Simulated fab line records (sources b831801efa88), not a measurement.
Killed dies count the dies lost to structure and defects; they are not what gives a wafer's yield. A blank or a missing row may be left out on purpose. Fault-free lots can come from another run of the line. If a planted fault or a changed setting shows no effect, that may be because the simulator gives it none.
Struck lot and sound lot, side by side -- flow gf180mcu -- 17 steps out of a route of 602
Sound: wafers L368.1, L368.4, L368.6. Wafers L388.3, L388.4, L388.6 were the ones struck. At the end, the cause is stated.
At each step with rows: each side's tool, then ch and its chambers, then its first start. Under that, the readings that differ: sound wafers -- struck wafers -- difference of the means -- sigmas: that difference in standard deviations of wafers without a fault.
alike: words and numbers the same on both sides, and readings whose means are apart by under 2 such deviations; not compared: readings that were withheld, readings missing a value for some wafer, numbers with overlapping values and no deviation given by the record, and bounds like >300 which may hide the same value.
A row with sigmas, a row that says differs or no value, or rows on one side alone: a step with any of these is where the two part. Numbers that have no deviation but don't overlap get no sigmas and don't part them. A reading missing from all wafers of one side parts the sides only when that side holds two or more wafers.

first, 5 steps without rows for these wafers: GF_SAB_COAT_04 (resist thk 1000 nm); GF_SAB_SOFTBAKE_05 (time 60 s); GF_SAB_EXPOSE_06 (exposes mask SAB, target cd 420 nm); GF_SAB_PEB_07; GF_SAB_DEVELOP_08 (develop time 60 s).
GF_SAB_CD_MEAS_09: target cd 420 nm.
  struck on cd sem-02, day 22 00:40; sound on cd sem-01, day 14 17:20
  alike: cd nm
GF_SAB_OVL_MEAS_10:
  struck on overlay-02, day 22 00:46; sound on overlay-01, day 14 17:27
  alike: SAB_OVL
GF_SAB_ETCH_11: etches SiO2 in C4F8/O2/Ar, target depth 55 nm, time 8.5 s.
  sound on rie diel-02 ch 1,2,3, day 14 17:29; struck on rie diel-02 ch 1,2, day 22 00:47
  alike: oes product au
  not compared: rf hours counter h
then, 1 step without rows for these wafers: GF_SAB_WET_ETCH_12 (etches SiO2 in dHF, target depth 22 nm, time 440 s).
GF_SAB_STRIP_13: strips in O2/N2.
  sound on plasma asher-02 ch 1, day 14 17:38; struck on plasma asher-03 ch 0,1, day 22 00:58
  alike: drypump motor current A, heater power w, oes product au, strip time to endpoint s
  not compared: rf hours counter h
then, 2 steps without rows for these wafers: GF_SALICIDE_CLEAN_00 (cleans in SC1/SC2, time 150 s); GF_SALICIDE_WET_ETCH_01 (etches SiO2 in dHF, target depth 5 nm, time 100 s).
GF_SALICIDE_SPUTTER_02: material Co, target thk 10 nm, time 20 s.
  struck on pvd sputter-01, day 22 01:08; sound on pvd sputter-03, day 14 17:50
  alike: cathode dc power W, throttle valve pct
GF_SALICIDE_SPUTTER_03: material TiN, target thk 20 nm, time 16.7 s.
  struck on pvd sputter-01, day 22 01:10; sound on pvd sputter-03, day 14 17:52
  alike: cathode dc power W, throttle valve pct
GF_SALICIDE_RS_MEAS_04: measures by four-point-probe.
  struck on film metro-01, day 22 01:14; sound on film metro-04, day 14 17:53
reading,sound,struck,difference,sigmas
SALICIDE_TIN_RS (ohm/sq),16.17 16.43 16.42,18.52 18.49 18.43,+2.14,+7
GF_SALICIDE_THK_MEAS_05: measures by xrf.
  struck on film metro-01, day 22 01:20; sound on film metro-04, day 14 18:01
  alike: SALICIDE_TIN_THK
-- the record jumps here: 12 days lie between the struck wafers' starts before and after (it left off in module SALICIDE and takes up again in module PASSIVATION, whose first step shown is number 602 of the route) --
GF_PASSIVATION_PROBE_99:
  only the struck wafers here have rows in the record (prober-02, day 34 05:43); the sound ones have none

## WHERE THEY PART
Earliest at GF_SALICIDE_RS_MEAS_04; latest, in this record, at GF_PASSIVATION_PROBE_99.

WHY: the cause the simulator had injected
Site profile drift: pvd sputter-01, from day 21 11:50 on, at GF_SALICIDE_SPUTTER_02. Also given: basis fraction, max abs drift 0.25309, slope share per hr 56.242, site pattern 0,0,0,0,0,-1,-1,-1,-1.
